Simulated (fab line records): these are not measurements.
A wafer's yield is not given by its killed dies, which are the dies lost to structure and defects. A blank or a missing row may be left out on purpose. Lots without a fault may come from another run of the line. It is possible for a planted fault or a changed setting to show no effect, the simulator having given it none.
fab line records    flow sky130
record: lots: 15  wafers: 45  lastDay: 50
route steps=708 shown PWDE@55 NWELL@66 LDD_HVN@276 LI_CONTACT@383
lots untouched by any fault: they come from a run of this same line in which no faults occurred
startH: hours from the record's opening day to when the first of the lot's shown wafers began    waitH: how many hours have passed since the lot's step before this one    " the same as in the row above    L1.1+2: several wafers, shown together as one row    - no value present, or no start provided    * or withheld: withheld    < > ~ a bound
route shown NAME@n: names a module that has steps shown in the file, with the first one's number in the route    usual: the fault-free wafers' mean and standard deviation    same: alike in all rows    chamber/n: place in a boat    sites: readings site by site    _std_site: how widely they spread, as a standard deviation    _edge_site: mean of outer sites minus mean of inner sites    radiusMm: for every site, how far away it sits from the centre of the wafer    mask NAME#n: copy n    behind: the tool/chamber that last shaped the wafer    hold: why the lot was held/for how many hours/how that ended    device: whichever transistor did not switch (one of n, p or np)    end of line: tests of these same wafers at the route's end    a step with no rows: only its recipe    killed: the dies lost at the first sort to structure and to defects; this is not the yield of the wafer    map: dies across one wafer; x = killed, . = not, _ = none there
set.NAME: setting as actually run; set.NAME@STEP: the setting as run at that earlier step    model.NAME: the simulator's own value behind a step, which no gauge read
route steps across a sampled set of lots; one table per step, one row per wafer
services: the hour from which a tool's chamber was out of use, counted from the record's first day as startH (under 0 if before that day), plus the number of hours and why
== steps ==
step: SKY_PWDE_TW_MEAS_10
usual: PWDE_TW: 375.0/1.9
lot.wafer  tool          chamber  startH  waitH  PWDE_TW
L391.2     filmMetro-02  -        71.21   0.1    373.8
L391.3     "             -        "       "      373.3
L391.4     "             -        "       "      374.6
L392.3     filmMetro-01  -        75.02   0.1    375.7
L392.4     "             -        "       "      375.3
L392.5     "             -        "       "      377.2
L394.1     filmMetro-01  -        83.94   0.1    379.3
L394.5     "             -        "       "      378.4
L394.6     "             -        "       "      378.4
L395.1     filmMetro-03  -        89.00   0.1    374.2
L395.2     "             -        "       "      371.5
L395.3     "             -        "       "      373.1
L396.2     filmMetro-02  -        115.45  0.1    377.0
L396.5     "             -        "       "      377.0
L396.6     "             -        "       "      376.5
L399.2     filmMetro-03  -        118.90  0.1    374.3
L399.5     "             -        "       "      373.8
L399.6     "             -        "       "      374.6
L397.1     filmMetro-03  -        119.50  0.1    374.8
L397.3     "             -        "       "      375.2
L397.4     "             -        "       "      375.4
L401.1     filmMetro-03  -        124.79  0.1    373.2
L401.3     "             -        "       "      370.4
L401.6     "             -        "       "      372.3
L400.1     filmMetro-02  -        125.15  0.1    376.0
L400.3     "             -        "       "      374.2
L400.6     "             -        "       "      377.7
L402.4     filmMetro-02  -        134.77  0.1    377.0
L402.5     "             -        "       "      376.1
L402.6     "             -        "       "      374.8
L410.2     filmMetro-03  -        189.70  0.1    375.9
L410.3     "             -        "       "      375.8
L410.4     "             -        "       "      374.8
L411.1     filmMetro-01  -        194.45  0.1    375.5
L411.4     "             -        "       "      373.3
L411.5     "             -        "       "      372.7
L412.3     filmMetro-02  -        197.11  0.1    374.1
L412.4     "             -        "       "      373.7
L412.5     "             -        "       "      374.8
L413.1     filmMetro-02  -        197.55  0.1    375.6
L413.3     "             -        "       "      377.9
L413.5     "             -        "       "      375.8
L414.1     filmMetro-02  -        201.99  0.1    376.2
L414.2     "             -        "       "      378.2
L414.3     "             -        "       "      377.7
step: SKY_NWELL_IMPLANT_13
recipe: species: P  energyKev: 50  doseCm2: 7e+11  tiltDeg: withheld
usual: beamEnergyKeV: 50.001/0.017  beamOnS: 10.04/0.2
lot.wafer  tool          chamber  startH  waitH  beamEnergyKeV  beamOnS
L391.2     implanter-04  0        87.83   0.1    49.984         10.17
L391.3     "             0        "       "      49.983         10.37
L391.4     "             0        "       "      49.995         10.19
L392.3     implanter-01  0        91.45   0.1    50.004         9.99
L392.4     "             0        "       "      49.990         9.97
L392.5     "             0        "       "      50.005         9.57
L394.1     implanter-04  0        100.54  0.1    50.002         10.17
L394.5     "             0        "       "      49.987         9.82
L394.6     "             0        "       "      50.023         10.15
L395.1     implanter-04  0        105.84  0.1    49.981         9.84
L395.2     "             0        "       "      49.994         10.16
L395.3     "             0        "       "      49.994         10.29
L396.2     implanter-02  0        132.61  0.1    50.007         10.03
L396.5     "             0        "       "      50.018         9.82
L396.6     "             0        "       "      50.014         9.74
L399.2     implanter-01  0        136.12  0.1    50.037         9.86
L399.5     "             0        "       "      50.021         10.10
L399.6     "             0        "       "      49.998         9.89
L397.1     implanter-04  0        137.11  0.1    50.005         9.90
L397.3     "             0        "       "      50.006         9.90
L397.4     "             0        "       "      50.006         10.32
L401.1     implanter-01  0        142.76  0.1    50.006         10.19
L401.3     "             0        "       "      50.004         9.41
L401.6     "             0        "       "      49.999         10.23
L400.1     implanter-04  0        143.41  0.1    49.979         10.11
L400.3     "             0        "       "      49.985         9.89
L400.6     "             0        "       "      50.010         9.80
L402.4     implanter-01  0        153.41  0.1    49.983         10.18
L402.5     "             0        "       "      50.005         9.63
L402.6     "             0        "       "      50.016         10.09
L410.2     implanter-02  0        210.47  0.1    49.989         10.44
L410.3     "             0        "       "      49.997         10.07
L410.4     "             0        "       "      50.007         10.13
L411.1     implanter-02  -        216.85  0.1    -              -
L411.4     "             -        "       "      -              -
L411.5     "             -        "       "      -              -
L412.3     implanter-02  -        219.89  0.1    -              -
L412.4     "             -        "       "      -              -
L412.5     "             -        "       "      -              -
L413.1     implanter-04  -        220.54  0.1    -              -
L413.3     "             -        "       "      -              -
L413.5     "             -        "       "      -              -
L414.1     implanter-02  0        224.50  0.1    49.980         9.69
L414.2     "             0        "       "      50.001         10.43
L414.3     "             0        "       "      50.016         10.04
step: SKY_NWELL_RS_MEAS_29
recipe: thkMeasGauge: four-point-probe
usual: NWELL_RS: 625.8/1.4
lot.wafer  tool          chamber  startH  waitH  hold                     NWELL_RS[ohm/sq]
L391.2     filmMetro-02  -        105.58  0.1    -                        625.0
L391.3     "             -        "       "      -                        626.0
L391.4     "             -        "       "      -                        626.1
L392.3     filmMetro-03  -        109.11  0.1    -                        627.2
L392.4     "             -        "       "      -                        628.9
L392.5     "             -        "       "      -                        628.3
L394.1     filmMetro-02  -        119.16  0.1    -                        626.2
L394.5     "             -        "       "      -                        626.4
L394.6     "             -        "       "      -                        626.7
L395.1     filmMetro-01  -        123.45  0.1    -                        625.0
L395.2     "             -        "       "      -                        623.7
L395.3     "             -        "       "      -                        625.0
L396.2     filmMetro-02  -        151.69  0.1    -                        624.8
L396.5     "             -        "       "      -                        627.3
L396.6     "             -        "       "      -                        625.8
L399.2     filmMetro-01  -        155.42  0.1    -                        624.6
L399.5     "             -        "       "      -                        625.7
L399.6     "             -        "       "      -                        626.2
L397.1     filmMetro-02  -        155.97  0.1    -                        625.1
L397.3     "             -        "       "      -                        624.9
L397.4     "             -        "       "      -                        624.7
L401.1     filmMetro-03  -        162.55  0.2    -                        627.5
L401.3     "             -        "       "      -                        627.5
L401.6     "             -        "       "      -                        626.3
L400.1     filmMetro-01  -        163.62  0.1    -                        626.9
L400.3     "             -        "       "      -                        625.2
L400.6     "             -        "       "      -                        624.9
L402.4     filmMetro-01  -        174.08  0.1    -                        622.9
L402.5     "             -        "       "      -                        624.1
L402.6     "             -        "       "      -                        622.6
L410.2     filmMetro-02  -        234.34  0.1    -                        626.5
L410.3     "             -        "       "      -                        625.3
L410.4     "             -        "       "      -                        624.5
L411.1     filmMetro-03  -        240.26  0.1    awaitDispo/0.2h/release  651.6
L411.4     "             -        "       "      awaitDispo/0.2h/release  652.4
L411.5     "             -        "       "      awaitDispo/0.2h/release  652.8
L411.1     filmMetro-03  -        240.62  0.3    -                        651.4
L411.4     "             -        "       "      -                        652.7
L411.5     "             -        "       "      -                        652.4
L412.3     filmMetro-01  -        243.71  0.1    awaitDispo/0.2h/release  649.9
L412.4     "             -        "       "      awaitDispo/0.2h/release  650.2
L412.5     "             -        "       "      awaitDispo/0.2h/release  651.0
L412.3     filmMetro-01  -        244.07  0.3    -                        651.2
L412.4     "             -        "       "      -                        650.6
L412.5     "             -        "       "      -                        651.2
L413.1     filmMetro-01  -        244.26  0.1    awaitDispo/0.2h/release  650.5
L413.3     "             -        "       "      awaitDispo/0.2h/release  651.6
L413.5     "             -        "       "      awaitDispo/0.2h/release  651.2
L413.1     filmMetro-01  -        244.62  0.3    -                        649.0
L413.3     "             -        "       "      -                        650.8
L413.5     "             -        "       "      -                        651.3
L414.1     filmMetro-01  -        248.05  0.1    -                        626.3
L414.2     "             -        "       "      -                        626.7
L414.3     "             -        "       "      -                        628.5
step: SKY_LDD_HVN_STRIP_09
recipe: chemistry: O2/N2  powerW: 1400  pressureMtorr: 1500  platenTempC: withheld  o2FlowSccm: 3000  n2FlowSccm: 300  overashFraction: 0.5
usual: drypumpMotorCurrentA: 5.6/0.34  oesProductAu: 0.408/0.0043  stripTimeToEndpointS: 4.134/0.013
lot.wafer  tool            chamber  startH  waitH  drypumpMotorCurrentA  oesProductAu  rfHoursCounterH  stripTimeToEndpointS
L391.2     plasmaAsher-02  1        459.78  0.1    5.0                   0.409         3                4.145
L391.3     "               0        "       "      6.0                   0.402         -                4.140
L391.4     "               1        "       "      5.0                   0.402         -                4.125
L392.3     plasmaAsher-03  0        467.17  0.1    5.4                   0.416         -                4.109
L392.4     "               1        "       "      5.5                   0.409         -                4.139
L392.5     "               1        "       "      5.5                   0.415         -                4.110
L394.1     plasmaAsher-02  0        480.60  0.1    6.0                   0.404         5                4.150
L394.5     "               1        "       "      5.0                   0.408         -                4.133
L394.6     "               0        "       "      6.0                   0.413         -                4.129
L395.1     plasmaAsher-01  0        486.16  0.1    5.5                   0.412         69               4.161
L395.2     "               1        "       "      5.9                   0.412         69               4.132
L395.3     "               0        "       "      5.5                   0.405         -                4.144
L396.2     plasmaAsher-02  1        540.83  0.1    5.0                   0.407         11               4.127
L396.5     "               0        "       "      6.0                   0.408         -                4.137
L396.6     "               1        "       "      5.0                   0.405         -                4.112
L397.1     plasmaAsher-03  0        541.66  0.1    5.4                   0.404         42               4.114
L397.3     "               0        "       "      5.4                   0.400         -                4.121
L397.4     "               1        "       "      5.5                   0.403         -                4.138
L399.2     plasmaAsher-02  1        543.78  0.1    5.0                   0.405         11               4.155
L399.5     "               1        "       "      5.0                   0.409         -                4.136
L399.6     "               0        "       "      6.0                   0.402         -                4.135
L401.1     plasmaAsher-01  1        552.41  0.1    5.9                   0.412         75               4.144
L401.3     "               1        "       "      5.9                   0.404         -                4.122
L401.6     "               1        "       "      5.9                   0.403         -                4.139
L400.1     plasmaAsher-02  0        553.06  0.1    6.0                   0.408         12               4.116
L400.3     "               0        "       "      6.0                   0.404         -                4.132
L400.6     "               0        "       "      6.0                   0.404         -                4.120
L402.4     plasmaAsher-01  1        573.89  0.1    5.9                   0.404         -                4.130
L402.5     "               0        "       "      5.5                   0.410         -                4.142
L402.6     "               1        "       "      5.9                   0.414         -                4.144
L410.2     plasmaAsher-01  0        650.21  0.1    5.5                   0.406         84               4.139
L410.3     "               1        "       "      5.9                   0.406         -                4.160
L410.4     "               0        "       "      5.5                   0.415         -                4.148
L414.1     plasmaAsher-01  0        674.46  0.1    5.5                   0.412         86               4.141
L414.2     "               1        "       "      5.9                   0.404         86               4.143
L414.3     "               0        "       "      5.5                   0.405         -                4.137
step: SKY_LI_CONTACT_CVD_21
recipe: material: W  targetThkNm: 400  timeS: 120.56  tempC: 397.7  pressureTorr: 40
usual: heaterPowerW: 761/67  susceptorTempC: 397.68/0.22
lot.wafer  tool     chamber  startH  waitH  heaterPowerW  susceptorTempC
L391.2     cvdW-01  0        670.64  0.0    796           397.54
L391.3     "        1        "       "      733           397.75
L391.4     "        0        "       "      808           397.53
L392.3     cvdW-01  1        679.77  0.1    726           397.47
L392.4     "        0        "       "      804           397.64
L392.5     "        1        "       "      750           397.62
L394.1     cvdW-02  1        692.79  0.0    814           397.45
L394.5     "        0        "       "      652           397.98
L394.6     "        1        "       "      835           397.49
L395.1     cvdW-01  0        701.46  0.0    826           397.61
L395.2     "        1        "       "      724           397.61
L395.3     "        0        "       "      804           397.80
L396.2     cvdW-01  1        745.41  0.0    720           397.46
L396.5     "        0        "       "      794           397.54
L396.6     "        1        "       "      743           397.73
L397.1     cvdW-01  0        747.34  0.0    804           397.79
L397.3     "        1        "       "      725           397.46
L397.4     "        0        "       "      821           397.63
L399.2     cvdW-01  1        749.57  0.0    719           397.99
L399.5     "        0        "       "      830           397.48
L399.6     "        1        "       "      743           397.64
L401.1     cvdW-01  0        754.02  0.0    791           397.68
L401.3     "        0        "       "      826           397.58
L401.6     "        0        "       "      837           397.58
L400.1     cvdW-01  1        756.76  0.0    718           397.81
L400.3     "        1        "       "      711           398.10
L400.6     "        0        "       "      797           397.65
L402.4     cvdW-02  1        777.16  0.1    837           397.20
L402.5     "        1        "       "      820           397.32
L402.6     "        0        "       "      655           397.89
L410.2     cvdW-01  0        844.66  0.0    836           397.62
L410.3     "        0        "       "      822           397.71
L410.4     "        1        "       "      734           397.80
L414.1     cvdW-01  1        878.42  0.0    721           397.86
L414.2     "        0        "       "      803           397.38
L414.3     "        1        "       "      745           397.61
== services ==
tool            chamber  startH  hours  kind
implanter-04    -        69.75   4.1    pm
implanter-04    -        80.96   2.8    repair
implanter-04    -        88.64   6.9    repair
implanter-02    -        140.18  63.5   pm
plasmaAsher-01  -        145.14  5.5    repair
cvdW-01         -        201.69  8.6    repair
plasmaAsher-01  -        203.31  7.0    repair
implanter-02    -        203.63  2.5    pm
plasmaAsher-02  -        226.00  17.2   repair
implanter-02    -        246.35  3.2    repair
implanter-02    -        248.02  4.5    repair
implanter-02    -        266.46  3.0    repair
cvdW-01         1        324.90  4.7    repair
cvdW-01         -        330.02  2.8    pm
implanter-04    -        396.79  2.3    repair
implanter-04    -        495.56  18.3   pm
cvdW-01         0        557.63  6.4    repair
implanter-04    -        558.59  3.3    pm
implanter-04    -        643.70  1.0    repair
implanter-04    -        705.13  3.1    repair
implanter-04    -        760.66  4.2    repair
cvdW-01         1        784.27  2.7    repair
implanter-04    -        857.22  8.6    repair
implanter-04    -        866.32  2.9    pm
== key ==
firstSign: step: SKY_NWELL_IMPLANT_13  reading: toolRecord  direction: missing
effect: step: SKY_NWELL_RS_MEAS_29  reading: visit  direction: added
effect: step: SKY_NWELL_RS_MEAS_29  reading: NWELL_RS  direction: up  sigmas: 19  usual: 625.8  struck: 651.2
metAt SKY_NWELL_IMPLANT_13
struckLots L411,L412,L413
laterRowsLeftOut L411.1,L411.4,L411.5,L412.3,L412.4,L412.5,L413.1,L413.3,L413.5
sortLeftOut L411.1,L411.4,L411.5,L412.3,L412.4,L412.5,L413.1,L413.3,L413.5
testerLeftOut L411,L412,L413
notActingAt SKY_PWDE_TW_MEAS_10,SKY_LDD_HVN_STRIP_09,SKY_LI_CONTACT_CVD_21
onsetBetween 210.47 216.85
fault: kind: skippedStepWhole  tool: implanter-02,implanter-04  chamber: -  onsetH: 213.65  steps: SKY_NWELL_IMPLANT_13  scope: struckLotsOnly
testerLeftOut: of these lots the tester's yield and bins aren't shown, on N5 and GAA mostly nor the transistor test; their killed dies are dies lost to structure and defects alone, not to doping, threshold or leakage, so they don't give the yield
sortLeftOut: the simulated sort isn't trusted on such a fault, so these wafers' sort isn't shown, and their yield isn't known
laterRowsLeftOut: the simulator's readings of these wafers behind a module that went badly wrong aren't trusted and aren't shown, but for the sort
